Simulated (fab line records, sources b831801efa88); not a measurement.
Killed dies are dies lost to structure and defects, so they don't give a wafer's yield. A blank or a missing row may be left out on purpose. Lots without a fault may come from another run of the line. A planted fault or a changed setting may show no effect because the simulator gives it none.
fab line records | flow sfq_line
record lots=5 wafers=15 last_day=94
route steps=325 shown M5@204 A5B@209 R5@212 I5@228
lots that met no fault: from a run of the same line without faults
start_h: hours from the record's first day to the start of the lot's first wafer shown | wait_h: hours since the lot's step before | " the same as in the row above | L1.1+2: a row that stands for several wafers | - no value, or no start given | * or withheld: withheld | < > ~ a bound
route shown NAME@n: a module of which the file shows steps, and the number in the route of the first | usual: mean/standard deviation of fault-free wafers | same: alike in all rows | chamber/n: place in a boat | sites: the reading at each site | _std_site: their standard deviation | _edge_site: outer sites' mean less inner sites' | radius_mm: how far each site lies from the wafer's centre | mask NAME#n: copy n | behind: the tool/chamber that last shaped the wafer | hold: why the lot was held/for how many hours/how that ended | device: the transistor (n, p or np) that didn't switch | end of line: the same wafers' tests at the end of the route | a step without rows: its recipe alone | killed: dies lost to structure and defects at the first sort, not the wafer's yield | map: a wafer's dies, x killed, . not, _ none there
set.NAME: the setting as run; set.NAME@STEP: as run at that earlier step | model.NAME: the simulator's own value behind a step, which no gauge read
lots at some steps of the route; a table a step, a row a wafer
services: from which hour (start_h, from the record's first day; less than 0 if before it) a tool's chamber was out of use, for how many hours, and why
## steps
# step SFQ_M5_OVL_MEAS_932
# usual M5_OVL=-3/5.6
# columns lot.wafer tool chamber start_h wait_h M5_OVL[nm]
L080.2 overlay-01 - 1684.73 0.1 -10
L080.4 " - " " -5
L080.6 " - " " -7
L083.1 overlay-02 - 1734.18 0.1 -5
L083.4 " - " " 0
L083.5 " - " " -4
L086.2 overlay-01 - 1753.38 0.1 0
L086.3 " - " " -3
L086.6 " - " " -1
L094.1 overlay-02 - 1795.85 0.1 0
L094.2 " - " " -4
L094.4 " - " " -2
L096.4 overlay-02 - 1805.47 0.1 -4
L096.5 " - " " -6
L096.6 " - " " -4
# step SFQ_TRILAYER_M5_BARC_OPEN_METAL_ETCH_161
# recipe mask_material=PR chemistry=O2 target_depth_nm=125 target=BARC icp_w=600 bias_w=80 pressure_mtorr=10 time_s=41.7
# usual drypump_motor_current_A=5.5/0.38 oes_product_au=0.685/0.0044
# columns lot.wafer tool chamber start_h wait_h drypump_motor_current_A oes_product_au rf_hours_counter_h
L080.2 rie_metal-01 0 1684.76 0.0 5.4 0.691 82
L080.4 " 0 " " 5.4 0.681 -
L080.6 " 0 " " 5.4 0.691 -
L083.1 rie_metal-04 1 1734.21 0.0 5.1 0.687 53
L083.4 " 1 " " 5.1 0.688 -
L083.5 " 1 " " 5.1 0.688 -
L086.2 rie_metal-01 0 1753.41 0.0 5.4 0.676 87
L086.3 " 1 " " 5.4 0.683 -
L086.6 " 1 " " 5.4 0.689 -
L094.1 rie_metal-02 1 1795.89 0.0 6.4 0.679 56
L094.2 " 0 " " 5.3 0.677 101
L094.4 " 1 " " 6.4 0.681 -
L096.4 rie_metal-02 0 1805.51 0.0 5.3 0.686 -
L096.5 " 0 " " 5.3 0.673 -
L096.6 " 1 " " 6.4 0.688 -
# step SFQ_TRILAYER_M5_ETCH_METAL_ETCH_126
# recipe target=Nb stop_on=SiO2 mask_material=PR over_etch_frac=0.15 time_s=203.2 chemistry=Cl2/BCl3 target_depth_nm=265 icp_w=600 bias_w=80 pressure_mtorr=10
# usual drypump_motor_current_A=5.5/0.38 oes_product_au=0.729/0.0065
# columns lot.wafer tool chamber start_h wait_h drypump_motor_current_A oes_product_au rf_hours_counter_h
L080.2 rie_metal-01 0 1684.82 0.0 5.4 0.740 82
L080.4 " 0 " " 5.4 0.734 -
L080.6 " 0 " " 5.4 0.726 -
L083.1 rie_metal-04 1 1734.27 0.0 5.2 0.746 53
L083.4 " 1 " " 5.2 0.747 -
L083.5 " 1 " " 5.2 0.736 -
L086.2 rie_metal-01 0 1753.47 0.0 5.4 0.722 87
L086.3 " 1 " " 5.4 0.734 -
L086.6 " 1 " " 5.4 0.716 -
L094.1 rie_metal-02 1 1795.95 0.0 6.4 0.728 56
L094.2 " 0 " " 5.3 0.731 101
L094.4 " 1 " " 6.4 0.727 -
L096.4 rie_metal-02 0 1805.61 0.1 5.3 0.727 -
L096.5 " 0 " " 5.3 0.730 -
L096.6 " 1 " " 6.4 0.724 -
# step SFQ_TRILAYER_M5_STRIP_STRIP_127
# recipe gas=O2 power_w=200 platen_temp_c=40 overash_fraction=0.65 chemistry=O2 pressure_mtorr=50
# usual drypump_motor_current_A=5.5/0.38 oes_product_au=1.003/0.011
# columns lot.wafer tool chamber start_h wait_h drypump_motor_current_A oes_product_au rf_hours_counter_h
L080.2 rie_metal-01 0 1685.02 0.1 5.4 0.999 82
L080.4 " 0 " " 5.3 1.003 -
L080.6 " 0 " " 5.4 0.991 -
L083.1 rie_metal-04 1 1734.47 0.1 5.1 1.005 54
L083.4 " 1 " " 5.2 0.999 -
L083.5 " 1 " " 5.2 0.999 -
L086.2 rie_metal-01 0 1753.67 0.1 5.4 1.001 88
L086.3 " 1 " " 5.4 1.033 -
L086.6 " 1 " " 5.3 1.017 -
L094.1 rie_metal-02 1 1796.14 0.1 6.4 1.000 56
L094.2 " 0 " " 5.3 1.015 101
L094.4 " 1 " " 6.5 0.992 -
L096.4 rie_metal-02 0 1805.94 0.3 5.3 1.009 -
L096.5 " 0 " " 5.3 1.003 -
L096.6 " 1 " " 6.4 1.004 -
# step SFQ_TRILAYER_M5_STRIP_SOLV_CLEAN_128
# recipe chemistry=NMP temp_c=70 time_s=600
# columns lot.wafer tool chamber start_h wait_h
L080.2+4+6 wet_bench-04 6,2,1 1685.62 0.4
L083.1+4+5 wet_bench-02 2,6,0 1735.07 0.4
L086.2+3+6 wet_bench-02 6,2,3 1754.27 0.4
L094.1+2+4 wet_bench-03 4,6,1 1796.74 0.4
L096.4+5+6 wet_bench-03 1,5,6 1806.34 0.2
# step SFQ_TRILAYER_A5B_DEP_PECVD_129
# recipe material=SiO2 temp_c=150 time_s=133.33 pressure_torr=2.4 rf_w=183.3 precursor=SiH4/N2O target_thk_nm=600
# usual heater_power_w=94/13 throttle_valve_pct=25.4/1.9
# columns lot.wafer tool chamber start_h wait_h heater_power_w throttle_valve_pct
L080.2 pecvd-01 2 1685.79 0.0 109 25.9
L080.4 " 1 " " 102 28.4
L080.6 " 2 " " 90 26.1
L083.1 pecvd-01 1 1735.24 0.0 104 23.7
L083.4 " 0 " " 82 24.1
L083.5 " 2 " " 107 22.8
L086.2 pecvd-04 1 1754.62 0.0 80 25.7
L086.3 " 2 " " 100 23.6
L086.6 " 0 " " 109 24.8
L094.1 pecvd-01 1 1796.92 0.0 95 23.4
L094.2 " 2 " " 101 22.9
L094.4 " 1 " " 101 23.5
L096.4 pecvd-02 0 1806.58 0.0 82 24.8
L096.5 " 1 " " 104 25.7
L096.6 " 2 " " 102 29.8
# step SFQ_TRILAYER_A5B_CMP_CMP_130
# recipe stop_on=Nb down_force_psi=3 platen_rpm=60 target_thk_nm=340.7
# usual motor_current_A=10.2/0.84
# columns lot.wafer tool chamber start_h wait_h motor_current_A
L080.4 cmp-01 2 1687.25 1.4 9.6
L080.2 " 0 1688.25 2.4 10.6
L080.6 " 2 1689.25 3.4 9.9
L083.4 cmp-01 1 1736.33 1.0 10.6
L083.1 " 2 " " 9.7
L083.5 " 0 1737.83 2.5 10.9
L086.3 cmp-02 0 1755.71 1.0 8.3
L086.2 " 1 " " 10.6
L086.6 " 2 " " 11.3
L094.2 cmp-01 3 1797.01 0.0 10.6
L094.4 " 0 " " 10.8
L094.1 " 2 1798.51 1.5 9.5
L096.4 cmp-01 1 1806.62 0.0 10.5
L096.6 " 1 1808.62 2.0 10.2
L096.5 " 2 " " 9.7
# step SFQ_TRILAYER_A5B_METRO_MEASURE_131
# usual thk_nm=341/6.2
# columns lot.wafer tool chamber start_h wait_h thk_nm
L080.2 film_metro-03 - 1690.45 1.7 339
L080.4 " - " " 332
L080.6 " - " " 336
L083.1 film_metro-03 - 1738.33 1.0 336
L083.4 " - " " 345
L083.5 " - " " 342
L086.2 film_metro-01 - 1757.91 1.2 335
L086.3 " - " " 337
L086.6 " - " " 322
L094.1 film_metro-02 - 1800.01 1.0 338
L094.2 " - " " 344
L094.4 " - " " 337
L096.4 film_metro-01 - 1810.22 3.1 348
L096.5 " - " " 337
L096.6 " - " " 342
# step SFQ_TRILAYER_R5_DEP_SPUTTER_132
# recipe material=Ti base_pressure_pa=1.33e-06 target_thk_nm=5 power_w=2000 time_s=5 chamber_pressure_pa=0.4
# usual throttle_valve_pct=30.5/1.2
# columns lot.wafer tool chamber start_h wait_h throttle_valve_pct
L080.2 pvd_sputter-05 - 1691.45 0.8 31.5
L080.4 " - " " 28.0
L080.6 " - " " 27.8
L083.1 pvd_sputter-06 - 1739.53 1.0 30.6
L083.4 " - " " 32.7
L083.5 " - " " 31.2
L086.2 pvd_sputter-06 - 1758.91 0.8 30.0
L086.3 " - " " 30.6
L086.6 " - " " 30.6
L094.1 pvd_sputter-06 - 1801.21 1.0 30.4
L094.2 " - " " 30.8
L094.4 " - " " 32.9
L096.4 pvd_sputter-06 - 1810.82 0.4 30.2
L096.5 " - " " 30.9
L096.6 " - " " 30.2
# step SFQ_TRILAYER_R5_DEP_SPUTTER_133
# recipe material=MoNx base_pressure_pa=1.33e-06 target_thk_nm=40 power_w=1000 time_s=66.7 chamber_pressure_pa=0.4
# usual throttle_valve_pct=30.5/1.2
# columns lot.wafer tool chamber start_h wait_h throttle_valve_pct
L080.2 pvd_sputter-05 - 1691.47 0.0 31.5
L080.4 " - " " 27.9
L080.6 " - " " 27.8
L083.1 pvd_sputter-06 - 1739.55 0.0 31.0
L083.4 " - " " 33.1
L083.5 " - " " 30.9
L086.2 pvd_sputter-06 - 1758.93 0.0 30.0
L086.3 " - " " 30.3
L086.6 " - " " 30.5
L094.1 pvd_sputter-06 - 1801.23 0.0 30.3
L094.2 " - " " 30.8
L094.4 " - " " 32.9
L096.4 pvd_sputter-06 - 1810.84 0.0 30.2
L096.5 " - " " 30.7
L096.6 " - " " 30.5
# step SFQ_TRILAYER_R5_DEP_SPUTTER_134
# recipe material=Ti base_pressure_pa=1.33e-06 target_thk_nm=5 power_w=2000 time_s=5 chamber_pressure_pa=0.4
# usual throttle_valve_pct=30.5/1.2
# columns lot.wafer tool chamber start_h wait_h throttle_valve_pct
L080.2 pvd_sputter-05 - 1691.53 0.0 31.3
L080.4 " - " " 27.8
L080.6 " - " " 27.8
L083.1 pvd_sputter-06 - 1739.61 0.0 30.7
L083.4 " - " " 33.0
L083.5 " - " " 30.9
L086.2 pvd_sputter-06 - 1758.98 0.0 30.1
L086.3 " - " " 30.4
L086.6 " - " " 31.0
L094.1 pvd_sputter-06 - 1801.28 0.0 30.5
L094.2 " - " " 30.8
L094.4 " - " " 32.9
L096.4 pvd_sputter-06 - 1810.90 0.0 30.5
L096.5 " - " " 30.5
L096.6 " - " " 30.1
# step SFQ_R5_RS_MEAS_933
# recipe thk_meas_gauge=four-point-probe reads=Ti_of_TRILAYER_R5_DEP_SPUTTER_134+MoNx_of_TRILAYER_R5_DEP_SPUTTER_133+Ti_of_TRILAYER_R5_DEP_SPUTTER_132
# usual R5_MONX_RS=7.07/0.094
# columns lot.wafer tool chamber start_h wait_h R5_MONX_RS[ohm/sq]
L080.2 film_metro-04 - 1691.56 0.0 7.02
L080.4 " - " " 6.99
L080.6 " - " " 6.99
L083.1 film_metro-04 - 1739.63 0.0 7.00
L083.4 " - " " 7.22
L083.5 " - " " 7.05
L086.2 film_metro-03 - 1759.02 0.0 7.14
L086.3 " - " " 7.04
L086.6 " - " " 7.01
L094.1 film_metro-03 - 1801.30 0.0 7.21
L094.2 " - " " 7.16
L094.4 " - " " 7.22
L096.4 film_metro-04 - 1810.98 0.1 7.26
L096.5 " - " " 7.16
L096.6 " - " " 7.20
# step SFQ_R5_THK_MEAS_934
# recipe thk_meas_gauge=xrf reads=MoNx_of_TRILAYER_R5_DEP_SPUTTER_133
# usual R5_MONX_THK=40.0/0.6
# columns lot.wafer tool chamber start_h wait_h R5_MONX_THK[nm]
L080.2 film_metro-04 - 1691.67 0.1 40.2
L080.4 " - " " 40.8
L080.6 " - " " 40.6
L083.1 film_metro-04 - 1739.75 0.1 40.1
L083.4 " - " " 38.6
L083.5 " - " " 40.0
L086.2 film_metro-03 - 1759.13 0.1 39.7
L086.3 " - " " 40.0
L086.6 " - " " 40.4
L094.1 film_metro-03 - 1801.42 0.1 39.0
L094.2 " - " " 39.6
L094.4 " - " " 39.0
L096.4 film_metro-04 - 1811.07 0.1 39.0
L096.5 " - " " 39.6
L096.6 " - " " 39.3
# step SFQ_TRILAYER_R5_LITHO_COAT_141
# recipe resist=BARC spin_rpm=3000 resist_thk_nm=62
# usual exhaust_pa=45.2/0.96 resist_line_temp_C=23.02/0.096
# columns lot.wafer tool chamber start_h wait_h exhaust_pa resist_line_temp_C
L080.2 litho_track-02 0 1691.77 0.1 45.4 23.11
L080.4 " 0 " " 45.2 23.10
L080.6 " 0 " " 46.9 22.90
L083.1 litho_track-02 0 1739.81 0.1 45.9 23.08
L083.4 " 0 " " 45.4 22.97
L083.5 " 0 " " 46.5 22.92
L086.2 litho_track-03 0 1759.23 0.1 46.4 23.07
L086.3 " 0 " " 43.6 23.14
L086.6 " 0 " " 45.9 23.11
L094.1 litho_track-03 0 1801.48 0.1 46.4 23.05
L094.2 " 0 " " 46.0 23.22
L094.4 " 0 " " 44.1 23.09
L096.4 litho_track-01 0 1811.25 0.2 43.2 23.08
L096.5 " 0 " " 45.7 23.13
L096.6 " 0 " " 43.4 22.91
# step SFQ_TRILAYER_R5_LITHO_COAT_136
# recipe resist=KrF spin_rpm=3000 resist_thk_nm=600
# usual exhaust_pa=45.0/0.94 resist_line_temp_C=23.02/0.099
# columns lot.wafer tool chamber start_h wait_h exhaust_pa resist_line_temp_C
L080.2 litho_track-02 0 1692.07 0.2 46.4 23.07
L080.4 " 0 " " 45.7 22.98
L080.6 " 0 " " 45.4 23.15
L083.1 litho_track-02 0 1740.11 0.2 43.9 22.83
L083.4 " 0 " " 44.2 22.99
L083.5 " 0 " " 42.8 22.83
L086.2 litho_track-03 0 1759.53 0.2 44.3 22.99
L086.3 " 0 " " 44.3 22.85
L086.6 " 0 " " 43.7 23.09
L094.1 litho_track-03 0 1801.78 0.2 44.7 23.04
L094.2 " 0 " " 45.8 23.34
L094.4 " 0 " " 45.7 23.10
L096.4 litho_track-01 0 1811.55 0.2 46.4 22.89
L096.5 " 0 " " 46.0 22.95
L096.6 " 0 " " 46.5 22.97
# step SFQ_TRILAYER_R5_LITHO_SOFTBAKE_140
# recipe temp_c=withheld time_s=withheld resist=KrF
# usual exhaust_pa=45.0/0.82 resist_line_temp_C=*
# columns lot.wafer tool chamber start_h wait_h exhaust_pa resist_line_temp_C
L080.2 litho_track-02 0 1692.35 0.2 44.3 *
L080.4 " 0 " " 44.9 *
L080.6 " 0 " " 44.0 *
L083.1 litho_track-02 0 1740.41 0.2 44.8 *
L083.4 " 0 " " 45.8 *
L083.5 " 0 " " 45.7 *
L086.2 litho_track-03 0 1759.81 0.2 45.9 *
L086.3 " 0 " " 44.8 *
L086.6 " 0 " " 44.0 *
L094.1 litho_track-03 0 1802.08 0.2 44.5 *
L094.2 " 0 " " 45.7 *
L094.4 " 0 " " 44.2 *
L096.4 litho_track-01 0 1811.77 0.2 46.2 *
L096.5 " 0 " " 45.6 *
L096.6 " 0 " " 44.3 *
# step SFQ_TRILAYER_R5_LITHO_EXPOSE_137
# recipe mask_id=R5 na=0.6 source_shape=conventional sigma_outer=0.65 target_cd_nm=500 dose_mj=14.4
# usual exposure_dose_mJ_cm2=14.402/0.015
# columns lot.wafer tool chamber start_h wait_h mask exposure_dose_mJ_cm2
L080.2 krf_scanner-02 0 1692.67 - R5#0 14.400
L080.4 " 0 " " R5#0 14.419
L080.6 " 0 " " R5#0 14.394
L083.1 krf_scanner-02 0 1742.48 - R5#0 14.391
L083.4 " 0 " " R5#0 14.386
L083.5 " 0 " " R5#0 14.384
L086.2 krf_scanner-02 0 1769.35 - R5#0 14.405
L086.3 " 0 " " R5#0 14.393
L086.6 " 0 " " R5#0 14.384
L094.1 krf_scanner-01 0 1802.23 - R5#0 14.388
L094.2 " 0 " " R5#0 14.394
L094.4 " 0 " " R5#0 14.397
L096.4 krf_scanner-01 0 1812.45 - R5#0 14.414
L096.5 " 0 " " R5#0 14.408
L096.6 " 0 " " R5#0 14.405
# step SFQ_TRILAYER_R5_LITHO_PEB_139
# recipe peb_temp_c=115 peb_time_s=60 resist=KrF
# usual exhaust_pa=44.8/0.85 resist_line_temp_C=23.01/0.098
# columns lot.wafer tool chamber start_h wait_h exhaust_pa resist_line_temp_C
L080.2 litho_track-02 0 1693.70 0.8 45.3 22.92
L080.4 " 0 " " 45.2 22.94
L080.6 " 0 " " 46.3 22.97
L083.1 litho_track-01 0 1743.68 1.0 45.0 22.99
L083.4 " 0 " " 45.1 23.13
L083.5 " 0 " " 44.5 23.29
L086.2 litho_track-01 0 1770.38 0.8 45.3 23.00
L086.3 " 0 " " 45.4 23.15
L086.6 " 0 " " 44.6 23.00
L094.1 litho_track-01 0 1803.43 1.0 44.3 22.98
L094.2 " 0 " " 45.4 23.10
L094.4 " 0 " " 44.9 22.99
L096.4 litho_track-01 0 1813.12 0.5 44.7 22.92
L096.5 " 0 " " 45.2 22.99
L096.6 " 0 " " 45.0 22.99
# step SFQ_TRILAYER_R5_LITHO_DEVELOP_138
# recipe time_s=60 resist=KrF
# usual exhaust_pa=45.1/0.89 resist_line_temp_C=23.00/0.099
# columns lot.wafer tool chamber start_h wait_h exhaust_pa resist_line_temp_C
L080.2 litho_track-02 0 1693.85 0.1 43.6 23.29
L080.4 " 0 " " 45.2 23.07
L080.6 " 0 " " 44.9 23.12
L083.1 litho_track-01 0 1743.83 0.1 45.0 22.86
L083.4 " 0 " " 45.0 23.00
L083.5 " 0 " " 43.1 22.93
L086.2 litho_track-01 0 1770.53 0.1 45.5 22.98
L086.3 " 0 " " 44.6 23.03
L086.6 " 0 " " 45.4 22.97
L094.1 litho_track-01 0 1803.58 0.1 45.3 22.98
L094.2 " 0 " " 45.4 23.02
L094.4 " 0 " " 45.3 22.96
L096.4 litho_track-01 0 1813.27 0.1 46.2 22.85
L096.5 " 0 " " 43.8 23.03
L096.6 " 0 " " 44.0 22.89
# step SFQ_R5_OVL_MEAS_935
# usual R5_OVL=0/5.5
# columns lot.wafer tool chamber start_h wait_h R5_OVL[nm]
L080.2 overlay-02 - 1693.98 0.1 -6
L080.4 " - " " -5
L080.6 " - " " -2
L083.1 overlay-01 - 1743.98 0.1 -2
L083.4 " - " " 5
L083.5 " - " " -5
L086.2 overlay-02 - 1770.66 0.1 -4
L086.3 " - " " -8
L086.6 " - " " -9
L094.1 overlay-02 - 1803.73 0.1 1
L094.2 " - " " -1
L094.4 " - " " -2
L096.4 overlay-02 - 1813.36 0.1 0
L096.5 " - " " -1
L096.6 " - " " 5
# step SFQ_TRILAYER_R5_BARC_OPEN_METAL_ETCH_177
# recipe mask_material=PR chemistry=O2 target_depth_nm=125 target=BARC icp_w=600 bias_w=80 pressure_mtorr=10 time_s=41.7
# usual drypump_motor_current_A=5.6/0.47 oes_product_au=0.686/0.0049
# columns lot.wafer tool chamber start_h wait_h drypump_motor_current_A oes_product_au rf_hours_counter_h
L080.2 rie_metal-03 1 1694.01 0.0 5.8 0.689 46
L080.4 " 0 " " 5.5 0.691 -
L080.6 " 1 " " 5.8 0.681 -
L083.1 rie_metal-02 1 1744.02 0.0 6.4 0.695 48
L083.4 " 0 " " 5.3 0.693 -
L083.5 " 1 " " 6.4 0.695 -
L086.2 rie_metal-03 0 1770.69 0.0 5.5 0.687 84
L086.3 " 0 " " 5.5 0.688 -
L086.6 " 1 " " 5.8 0.695 -
L094.1 rie_metal-04 0 1803.77 0.0 5.3 0.683 58
L094.2 " 1 " " 5.2 0.686 66
L094.4 " 1 " " 5.2 0.680 -
L096.4 rie_metal-02 0 1813.40 0.0 5.3 0.693 -
L096.5 " 0 " " 5.3 0.691 -
L096.6 " 1 " " 6.4 0.691 -
# step SFQ_TRILAYER_R5_ETCH_METAL_ETCH_139
# recipe stop_on=SiO2 mask_material=PR chemistry=Cl2 target_depth_nm=60 icp_w=600 bias_w=80 pressure_mtorr=10 time_s=40
# usual drypump_motor_current_A=5.6/0.47 oes_product_au=0.992/0.0048
# columns lot.wafer tool chamber start_h wait_h drypump_motor_current_A oes_product_au rf_hours_counter_h
L080.2 rie_metal-03 1 1694.07 0.0 5.8 0.992 46
L080.4 " 0 " " 5.5 0.991 -
L080.6 " 1 " " 5.8 0.990 -
L083.1 rie_metal-02 1 1744.08 0.0 6.5 0.999 48
L083.4 " 0 " " 5.3 0.992 -
L083.5 " 1 " " 6.4 0.992 -
L086.2 rie_metal-03 0 1770.75 0.0 5.5 0.992 84
L086.3 " 0 " " 5.5 0.995 -
L086.6 " 1 " " 5.8 0.997 -
L094.1 rie_metal-04 0 1803.83 0.0 5.2 0.990 58
L094.2 " 1 " " 5.2 0.988 66
L094.4 " 1 " " 5.1 0.996 -
L096.4 rie_metal-02 0 1813.46 0.0 5.3 0.987 -
L096.5 " 0 " " 5.3 0.995 -
L096.6 " 1 " " 6.5 0.987 -
# step SFQ_TRILAYER_R5_STRIP_STRIP_140
# recipe gas=O2 power_w=200 platen_temp_c=40 overash_fraction=0.65 chemistry=O2 pressure_mtorr=50
# usual drypump_motor_current_A=5.6/0.47 oes_product_au=1.003/0.0067
# columns lot.wafer tool chamber start_h wait_h drypump_motor_current_A oes_product_au rf_hours_counter_h
L080.2 rie_metal-03 1 1694.13 0.0 5.8 1.007 46
L080.4 " 0 " " 5.5 1.000 -
L080.6 " 1 " " 5.8 0.998 -
L083.1 rie_metal-02 1 1744.14 0.0 6.4 0.996 48
L083.4 " 0 " " 5.3 1.007 -
L083.5 " 1 " " 6.4 1.000 -
L086.2 rie_metal-03 0 1770.81 0.0 5.5 0.994 84
L086.3 " 0 " " 5.5 1.013 -
L086.6 " 1 " " 5.8 1.003 -
L094.1 rie_metal-04 0 1803.89 0.0 5.2 1.002 58
L094.2 " 1 " " 5.2 1.008 66
L094.4 " 1 " " 5.2 1.014 -
L096.4 rie_metal-02 0 1813.70 0.2 5.3 1.003 -
L096.5 " 0 " " 5.3 1.004 -
L096.6 " 1 " " 6.5 0.999 -
# step SFQ_TRILAYER_R5_STRIP_SOLV_CLEAN_141
# recipe chemistry=NMP temp_c=70 time_s=600
# columns lot.wafer tool chamber start_h wait_h
L080.2+4+6 wet_bench-02 3,4,6 1694.73 0.4
L083.1+4+5 wet_bench-03 1,0,7 1744.74 0.4
L086.2+3+6 wet_bench-02 0,7,5 1771.41 0.4
L094.1+2+4 wet_bench-01 1,3,2 1804.49 0.4
L096.4+5+6 wet_bench-03 7,0,4 1814.10 0.2
# step SFQ_TRILAYER_A5C_DEP_PECVD_142
# recipe material=SiO2 temp_c=150 time_s=15.556 pressure_torr=2.4 rf_w=183.3 precursor=SiH4/N2O target_thk_nm=70
# usual heater_power_w=90/14 throttle_valve_pct=25.1/2
# columns lot.wafer tool chamber start_h wait_h heater_power_w throttle_valve_pct
L080.2 pecvd-02 0 1694.90 0.0 77 25.2
L080.4 " 1 " " 101 25.5
L080.6 " 2 " " 113 29.6
L083.1 pecvd-02 2 1744.91 0.0 112 29.6
L083.4 " 2 " " 112 29.8
L083.5 " 1 " " 91 25.7
L086.2 pecvd-03 2 1771.61 0.0 79 22.9
L086.3 " 0 " " 99 26.5
L086.6 " 2 " " 80 23.2
L094.1 pecvd-03 0 1804.66 0.0 106 26.6
L094.2 " 2 " " 79 23.3
L094.4 " 1 " " 91 24.4
L096.4 pecvd-01 0 1814.30 0.0 77 24.0
L096.5 " 1 " " 93 23.2
L096.6 " 2 " " 93 23.5
# step SFQ_TRILAYER_I5_LITHO_COAT_149
# recipe resist=BARC spin_rpm=3000 resist_thk_nm=62
# usual exhaust_pa=45.0/1.1 resist_line_temp_C=22.99/0.094
# columns lot.wafer tool chamber start_h wait_h exhaust_pa resist_line_temp_C
L080.2 litho_track-02 0 1694.98 0.1 44.8 22.92
L080.4 " 0 " " 44.5 22.78
L080.6 " 0 " " 43.0 22.79
L083.1 litho_track-02 0 1744.94 0.0 44.7 22.83
L083.4 " 0 " " 45.3 23.02
L083.5 " 0 " " 44.8 23.10
L086.2 litho_track-04 0 1771.69 0.1 42.4 23.06
L086.3 " 0 " " 43.2 22.87
L086.6 " 0 " " 44.6 23.22
L094.1 litho_track-03 0 1804.69 0.0 45.2 22.94
L094.2 " 0 " " 45.7 23.01
L094.4 " 0 " " 46.7 23.19
L096.4 litho_track-03 0 1814.47 0.1 42.7 22.83
L096.5 " 0 " " 45.6 22.91
L096.6 " 0 " " 44.5 22.97
# step SFQ_TRILAYER_I5_LITHO_COAT_144
# recipe resist=KrF spin_rpm=3000 resist_thk_nm=650
# usual exhaust_pa=45.2/0.92 resist_line_temp_C=22.98/0.099
# columns lot.wafer tool chamber start_h wait_h exhaust_pa resist_line_temp_C
L080.2 litho_track-02 0 1695.28 0.2 45.7 23.05
L080.4 " 0 " " 47.0 23.13
L080.6 " 0 " " 45.8 22.87
L083.1 litho_track-02 0 1745.24 0.2 45.5 22.80
L083.4 " 0 " " 44.1 22.93
L083.5 " 0 " " 44.3 22.93
L086.2 litho_track-04 0 1771.99 0.2 44.2 22.95
L086.3 " 0 " " 45.7 23.15
L086.6 " 0 " " 44.6 22.99
L094.1 litho_track-03 0 1804.99 0.2 46.1 22.97
L094.2 " 0 " " 45.4 23.03
L094.4 " 0 " " 45.3 23.05
L096.4 litho_track-03 0 1814.77 0.2 48.0 23.07
L096.5 " 0 " " 45.7 23.29
L096.6 " 0 " " 45.2 23.08
# step SFQ_TRILAYER_I5_LITHO_SOFTBAKE_148
# recipe temp_c=withheld time_s=withheld resist=KrF
# usual exhaust_pa=44.8/0.89 resist_line_temp_C=*
# columns lot.wafer tool chamber start_h wait_h exhaust_pa resist_line_temp_C
L080.2 litho_track-02 0 1695.55 0.2 43.8 *
L080.4 " 0 " " 44.9 *
L080.6 " 0 " " 44.7 *
L083.1 litho_track-02 0 1745.54 0.2 46.2 *
L083.4 " 0 " " 46.6 *
L083.5 " 0 " " 45.5 *
L086.2 litho_track-04 0 1772.27 0.2 44.5 *
L086.3 " 0 " " 43.4 *
L086.6 " 0 " " 44.3 *
L094.1 litho_track-03 0 1805.29 0.2 46.3 *
L094.2 " 0 " " 45.1 *
L094.4 " 0 " " 46.0 *
L096.4 litho_track-03 0 1814.99 0.2 44.4 *
L096.5 " 0 " " 46.5 *
L096.6 " 0 " " 44.5 *
## services
# columns tool chamber start_h hours kind
rie_metal-04 0 1668.23 7.6 repair
pecvd-02 - 1670.62 1.0 repair
pecvd-02 - 1677.13 14.6 pm
krf_scanner-02 - 1679.50 0.6 repair
pecvd-03 1 1681.15 3.4 repair
pecvd-01 - 1686.25 14.0 pm
pecvd-02 0 1696.31 4.8 repair
pecvd-02 - 1698.14 1.2 repair
rie_metal-01 0 1704.13 36.8 repair
krf_scanner-01 - 1704.83 1.0 pm
cmp-01 - 1711.49 11.4 repair
krf_scanner-02 - 1712.15 1.0 pm
krf_scanner-02 - 1713.15 4.0 pm
pecvd-01 - 1721.64 1.3 repair
krf_scanner-02 - 1728.59 0.7 repair
pvd_sputter-05 - 1751.82 9.0 repair
rie_metal-03 - 1758.16 2.8 pm
krf_scanner-02 - 1763.60 0.8 pm
film_metro-03 - 1765.71 0.7 pm
cmp-01 - 1774.08 2.1 repair
film_metro-01 - 1776.18 0.9 pm
krf_scanner-01 - 1784.28 1.3 pm
film_metro-03 - 1799.59 0.8 pm
rie_metal-04 1 1809.49 3.3 repair
## key
fault none
